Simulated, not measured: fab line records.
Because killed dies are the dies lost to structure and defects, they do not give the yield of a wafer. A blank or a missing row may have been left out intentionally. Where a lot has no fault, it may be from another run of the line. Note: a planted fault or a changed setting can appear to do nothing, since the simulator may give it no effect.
fab line records    flow sfq_line
record lots=6  wafers=18  last_day=89
route steps=325 shown R5@224 I5@228
lots with no fault: from the same line, run without faults
start_h: hours from the record's opening day to when the first of the lot's shown wafers began    wait_h: time in hours since the lot's previous step    " identical to the entry in the row above    L1.1+2: one row covering several wafers at once    - no value, or no start given    * or withheld: withheld    < > ~ a bound
route shown NAME@n: NAME is a module with steps in the file, n the number in the route of the first one    usual: mean and standard deviation over wafers with no fault    same: alike in all rows    chamber/n: place in a boat    sites: the reading at each site    _std_site: standard deviation of those values    _edge_site: outer sites' mean less inner sites'    radius_mm: for every site, how far away it sits from the centre of the wafer    mask NAME#n: copy n    behind: the last tool/chamber to shape the wafer    hold: reason for holding the lot/hours on hold/outcome of the hold    device: which transistor (n, p or np) failed to switch    end of line: tests run on the same wafers once the route is complete    a step without rows: its recipe alone    killed: dies lost to structure and defects at the first sort, not the wafer's yield    map: the dies of a wafer, with x for killed, . for not killed, _ for no die there
set.NAME: setting as actually run; set.NAME@STEP: the setting as run at that earlier step    model.NAME: the simulator's own value behind a step, which no gauge read
lots at some steps of the route; a table a step, a row a wafer
services: when a tool's chamber went out of use (start_h, in hours from the record's first day, below 0 if earlier), for how many hours, and the reason
## steps
# step SFQ_TRILAYER_R5_BARC_OPEN_METAL_ETCH_177
# recipe mask_material=PR  chemistry=O2  target_depth_nm=125  target=BARC  icp_w=610.9  bias_w=80  pressure_mtorr=10  time_s=41.7
# usual drypump_motor_current_A=5.7/0.38  oes_product_au=0.685/0.0044  rf_fwd_power_W=604.6/2.1
lot.wafer  tool          chamber  start_h  wait_h  drypump_motor_current_A  oes_product_au  rf_fwd_power_W  rf_hours_counter_h
L401.1     rie_metal-04  0        1568.14  0.0     5.8                      0.682           605.9           72
L401.5     "             0        "        "       5.8                      0.684           607.0           -
L401.6     "             1        "        "       6.0                      0.688           602.5           -
L402.1     rie_metal-02  0        1571.72  0.0     5.1                      0.684           606.5           28
L402.3     "             1        "        "       5.4                      0.680           606.9           -
L402.4     "             0        "        "       5.1                      0.683           605.9           -
L410.3     rie_metal-04  1        1819.60  0.0     6.0                      0.683           604.3           -
L410.4     "             0        "        "       5.8                      0.680           608.8           -
L410.5     "             1        "        "       6.0                      0.687           606.0           -
L413.2     rie_metal-01  0        1860.58  0.0     6.1                      0.681           607.1           86
L413.3     "             0        "        "       6.1                      0.690           608.7           -
L413.6     "             0        "        "       6.1                      0.686           603.4           -
L414.1     rie_metal-04  1        1878.71  0.0     6.0                      0.681           601.9           106
L414.3     "             0        "        "       5.8                      0.685           605.2           -
L414.5     "             0        "        "       5.8                      0.690           605.2           -
L415.2     rie_metal-01  1        1888.43  0.0     6.0                      0.689           603.3           19
L415.3     "             1        "        "       6.0                      0.689           599.5           -
L415.4     "             0        "        "       6.1                      0.685           605.1           -
# step SFQ_TRILAYER_R5_ETCH_METAL_ETCH_139
# recipe stop_on=SiO2  mask_material=PR  chemistry=Cl2  target_depth_nm=60  icp_w=600  bias_w=80  pressure_mtorr=10  time_s=40
# usual drypump_motor_current_A=5.7/0.37  oes_product_au=0.990/0.0064  rf_fwd_power_W=593.6/2.2
lot.wafer  tool          chamber  start_h  wait_h  drypump_motor_current_A  oes_product_au  rf_fwd_power_W  rf_hours_counter_h
L401.1     rie_metal-04  0        1568.20  0.0     5.7                      0.990           594.0           72
L401.5     "             0        "        "       5.8                      0.984           595.5           -
L401.6     "             1        "        "       6.0                      0.989           594.4           -
L402.1     rie_metal-02  0        1571.78  0.0     5.1                      0.992           596.8           28
L402.3     "             1        "        "       5.4                      0.998           589.9           -
L402.4     "             0        "        "       5.1                      0.986           594.5           -
L410.3     rie_metal-04  1        1819.66  0.0     6.0                      0.990           591.1           -
L410.4     "             0        "        "       5.8                      0.998           596.3           -
L410.5     "             1        "        "       6.0                      0.989           590.3           -
L413.2     rie_metal-01  0        1860.64  0.0     6.1                      0.998           595.8           86
L413.3     "             0        "        "       6.1                      0.999           595.1           -
L413.6     "             0        "        "       6.1                      0.992           595.8           -
L414.1     rie_metal-04  1        1878.77  0.0     6.0                      0.992           590.2           106
L414.3     "             0        "        "       5.8                      0.995           592.9           -
L414.5     "             0        "        "       5.8                      0.986           594.0           -
L415.2     rie_metal-01  1        1888.49  0.0     6.0                      0.998           591.3           19
L415.3     "             1        "        "       6.0                      0.990           590.3           -
L415.4     "             0        "        "       6.1                      0.996           596.0           -
# step SFQ_TRILAYER_R5_STRIP_STRIP_140
# recipe gas=O2  power_w=200  platen_temp_c=40  overash_fraction=0.65  chemistry=O2  pressure_mtorr=50
# usual drypump_motor_current_A=5.7/0.37  oes_product_au=1.001/0.011
lot.wafer  tool          chamber  start_h  wait_h  drypump_motor_current_A  oes_product_au  rf_hours_counter_h
L401.1     rie_metal-04  0        1568.26  0.0     5.8                      0.998           72
L401.5     "             0        "        "       5.8                      1.011           -
L401.6     "             1        "        "       6.0                      0.999           -
L402.1     rie_metal-02  0        1571.83  0.0     5.1                      0.993           28
L402.3     "             1        "        "       5.4                      0.987           -
L402.4     "             0        "        "       5.1                      0.997           -
L410.3     rie_metal-04  1        1819.90  0.2     6.0                      1.015           -
L410.4     "             0        "        "       5.8                      1.016           -
L410.5     "             1        "        "       6.0                      0.995           -
L413.2     rie_metal-01  0        1860.70  0.0     6.1                      0.996           86
L413.3     "             0        "        "       6.1                      1.012           -
L413.6     "             0        "        "       6.1                      1.002           -
L414.1     rie_metal-04  1        1878.83  0.0     6.0                      1.024           107
L414.3     "             0        "        "       5.8                      1.008           -
L414.5     "             0        "        "       5.8                      1.020           -
L415.2     rie_metal-01  1        1888.55  0.0     6.0                      1.004           19
L415.3     "             1        "        "       6.0                      1.006           -
L415.4     "             0        "        "       6.1                      1.004           -
# step SFQ_TRILAYER_R5_STRIP_SOLV_CLEAN_141
# recipe chemistry=NMP  temp_c=70  time_s=600
# step SFQ_TRILAYER_A5C_DEP_PECVD_142
# recipe material=SiO2  temp_c=150  time_s=15.556  pressure_torr=2.4  rf_w=183.3  precursor=SiH4/N2O  target_thk_nm=70
# usual heater_power_w=79/8.1  throttle_valve_pct=24.2/1.2
lot.wafer  tool      chamber  start_h  wait_h  heater_power_w  throttle_valve_pct
L401.1     pecvd-02  1        1569.03  0.0     90              22.4
L401.5     "         2        "        "       74              23.7
L401.6     "         1        "        "       90              22.3
L402.1     pecvd-01  2        1572.61  0.0     83              22.8
L402.3     "         0        "        "       80              23.8
L402.4     "         2        "        "       81              22.9
L410.3     pecvd-04  1        1820.47  0.0     76              27.0
L410.4     "         0        "        "       70              23.3
L410.5     "         1        "        "       74              26.8
L413.2     pecvd-04  1        1861.48  0.0     72              26.9
L413.3     "         0        "        "       69              23.6
L413.6     "         0        "        "       70              23.7
L414.1     pecvd-04  1        1879.60  0.0     84              26.8
L414.3     "         2        "        "       72              24.5
L414.5     "         0        "        "       71              23.7
L415.2     pecvd-04  1        1889.33  0.0     75              26.9
L415.3     "         0        "        "       78              23.6
L415.4     "         2        "        "       74              24.5
# step SFQ_TRILAYER_I5_LITHO_COAT_149
# recipe resist=BARC  spin_rpm=3000  resist_thk_nm=62
# step SFQ_TRILAYER_I5_LITHO_COAT_144
# recipe resist=KrF  spin_rpm=3000  resist_thk_nm=650
# step SFQ_TRILAYER_I5_LITHO_SOFTBAKE_148
# recipe temp_c=withheld  time_s=withheld  resist=KrF
# step SFQ_TRILAYER_I5_LITHO_EXPOSE_145
# recipe mask_id=I5  na=0.6  source_shape=conventional  sigma_outer=0.65  target_cd_nm=700  dose_mj=21.3
# step SFQ_TRILAYER_I5_LITHO_PEB_147
# recipe peb_temp_c=115  peb_time_s=59.16  resist=KrF
# step SFQ_TRILAYER_I5_LITHO_DEVELOP_146
# recipe time_s=60  resist=KrF
# step SFQ_I5_OVL_MEAS_936
# usual I5_OVL=-1/5.2
lot.wafer  tool        chamber  start_h  wait_h  I5_OVL[nm]
L401.1     overlay-01  -        1650.99  0.1     -7
L401.5     "           -        "        "       -5
L401.6     "           -        "        "       -9
L402.1     overlay-01  -        1654.59  0.1     5
L402.3     "           -        "        "       9
L402.4     "           -        "        "       5
L410.3     overlay-01  -        1887.21  0.1     0
L410.4     "           -        "        "       3
L410.5     "           -        "        "       0
L413.2     overlay-02  -        1940.84  0.1     2
L413.3     "           -        "        "       -6
L413.6     "           -        "        "       2
L414.1     overlay-02  -        1956.87  0.1     3
L414.3     "           -        "        "       0
L414.5     "           -        "        "       -1
L415.2     overlay-01  -        1966.48  0.1     -7
L415.3     "           -        "        "       0
L415.4     "           -        "        "       -5
# step SFQ_TRILAYER_I5_BARC_OPEN_VIA_ETCH_200
# recipe mask_material=PR  chemistry=O2  target_depth_nm=125  target=BARC  source_w=500  bias_w=80  pressure_mtorr=30  time_s=41.7
# usual drypump_motor_current_A=6.0/0.38  oes_product_au=0.685/0.0051  rf_fwd_power_W=494.9/2
lot.wafer  tool         chamber  start_h  wait_h  drypump_motor_current_A  oes_product_au  rf_fwd_power_W  rf_hours_counter_h  model.KrF_of_TRILAYER_I5_LITHO_COAT_144.thk_nm
L401.1     rie_diel-03  2        1651.03  0.0     6.3                      0.680           494.6           18                  574.9
L401.5     "            0        "        "       5.8                      0.680           575.3           -                   568
L401.6     "            3        "        "       6.2                      0.693           495.2           -                   578.7
L402.1     rie_diel-03  1        1654.63  0.0     6.1                      0.688           494.4           2                   571.6
L402.3     "            3        "        "       6.2                      0.686           497.0           19                  570.3
L402.4     "            0        "        "       5.7                      0.689           576.0           6                   566.2
L410.3     rie_diel-02  2        1887.23  0.0     6.4                      0.689           498.8           20                  571.5
L410.4     "            3        "        "       6.3                      0.684           492.1           20                  573.2
L410.5     "            0        "        "       6.1                      0.679           494.6           -                   569.9
L413.2     rie_diel-02  1        1940.87  0.0     5.0                      0.676           498.3           3                   569.1
L413.3     "            0        "        "       6.1                      0.684           492.9           0                   571
L413.6     "            1        "        "       5.0                      0.673           496.0           -                   571.3
L414.1     rie_diel-03  2        1956.91  0.0     6.3                      0.679           495.0           0                   572.5
L414.3     "            0        "        "       5.7                      0.682           493.4           7                   572.2
L414.5     "            3        "        "       6.2                      0.690           496.9           -                   571.9
L415.2     rie_diel-03  2        1966.51  0.0     6.3                      0.690           493.4           0                   574.1
L415.3     "            0        "        "       5.7                      0.676           492.2           7                   574.9
L415.4     "            1        "        "       6.2                      0.674           494.1           4                   571.9
# step SFQ_TRILAYER_I5_ETCH_VIA_ETCH_147
# recipe stop_on=Nb  mask_material=PR  chemistry=CHF3  target_depth_nm=360  source_w=500  bias_w=80  pressure_mtorr=30  time_s=withheld
# usual drypump_motor_current_A=6.0/0.37  oes_product_au=0.987/0.007  rf_fwd_power_W=498.7/1.6
lot.wafer  tool         chamber  start_h  wait_h  drypump_motor_current_A  oes_product_au  rf_fwd_power_W
L401.1     rie_diel-03  2        1651.07  0.0     6.3                      0.976           501.5
L401.5     "            0        "        "       5.8                      0.981           500.9
L401.6     "            3        "        "       6.2                      0.998           498.3
L402.1     rie_diel-03  1        1654.67  0.0     6.1                      0.994           497.8
L402.3     "            3        "        "       6.3                      0.997           500.2
L402.4     "            0        "        "       5.7                      0.988           497.1
L410.3     rie_diel-02  2        1887.27  0.0     6.4                      0.988           499.2
L410.4     "            3        "        "       6.3                      0.982           495.8
L410.5     "            0        "        "       6.0                      0.987           495.1
L413.2     rie_diel-02  1        1940.91  0.0     5.0                      0.991           498.3
L413.3     "            0        "        "       6.0                      0.987           498.8
L413.6     "            1        "        "       5.0                      0.996           500.5
L414.1     rie_diel-03  2        1956.95  0.0     6.4                      0.987           497.4
L414.3     "            0        "        "       5.7                      0.982           500.2
L414.5     "            3        "        "       6.2                      0.974           497.7
L415.2     rie_diel-03  2        1966.55  0.0     6.3                      0.981           500.4
L415.3     "            0        "        "       5.7                      0.983           497.5
L415.4     "            1        "        "       6.1                      0.986           498.1
## services
tool          chamber  start_h  hours  kind
pecvd-04      -        1552.32  0.8    pm
pecvd-04      2        1558.68  2.7    repair
rie_diel-02   2        1584.18  8.3    repair
rie_diel-02   3        1584.28  3.2    repair
rie_metal-01  -        1617.52  2.6    repair
rie_metal-04  1        1621.07  14.7   repair
rie_diel-02   3        1639.41  3.1    repair
rie_metal-01  1        1697.43  6.2    repair
rie_metal-01  -        1702.62  10.0   pm
rie_diel-02   0        1711.31  38.1   repair
pecvd-04      -        1732.46  3.1    repair
rie_diel-03   -        1733.22  1.0    repair
rie_metal-04  1        1743.25  4.9    repair
pecvd-04      -        1751.13  2.8    pm
rie_diel-03   2        1753.67  2.3    repair
rie_diel-02   2        1754.04  10.1   repair
rie_diel-02   2        1775.44  13.8   repair
pecvd-04      0        1786.25  8.3    repair
rie_diel-03   2        1855.38  5.8    repair
rie_diel-03   1        1857.96  11.0   repair
rie_metal-01  -        1874.49  1.5    repair
rie_diel-03   3        1901.39  1.2    repair
rie_diel-03   -        1917.70  2.8    pm
rie_diel-03   1        1929.09  2.8    repair
## key
first_sign step=SFQ_TRILAYER_I5_BARC_OPEN_VIA_ETCH_200  reading=rf_fwd_power_W  direction=up  sigmas=40  usual=494.9  struck=575.6
effect none on later readings
model_effect step=SFQ_TRILAYER_I5_BARC_OPEN_VIA_ETCH_200  value=KrF_of_TRILAYER_I5_LITHO_COAT_144.thk_nm  without=574.3  struck=567.1
met_at SFQ_TRILAYER_I5_BARC_OPEN_VIA_ETCH_200
struck_wafers L401.5,L402.4
fault kind=process_parameter_drift  tool=rie_diel-03  chamber=0  onset_h=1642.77  steps=SFQ_TRILAYER_I5_BARC_OPEN_VIA_ETCH_200  channel=source_w  offset=80  shape=step  end_h=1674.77  acts_in=these_recipes_only  stated=500
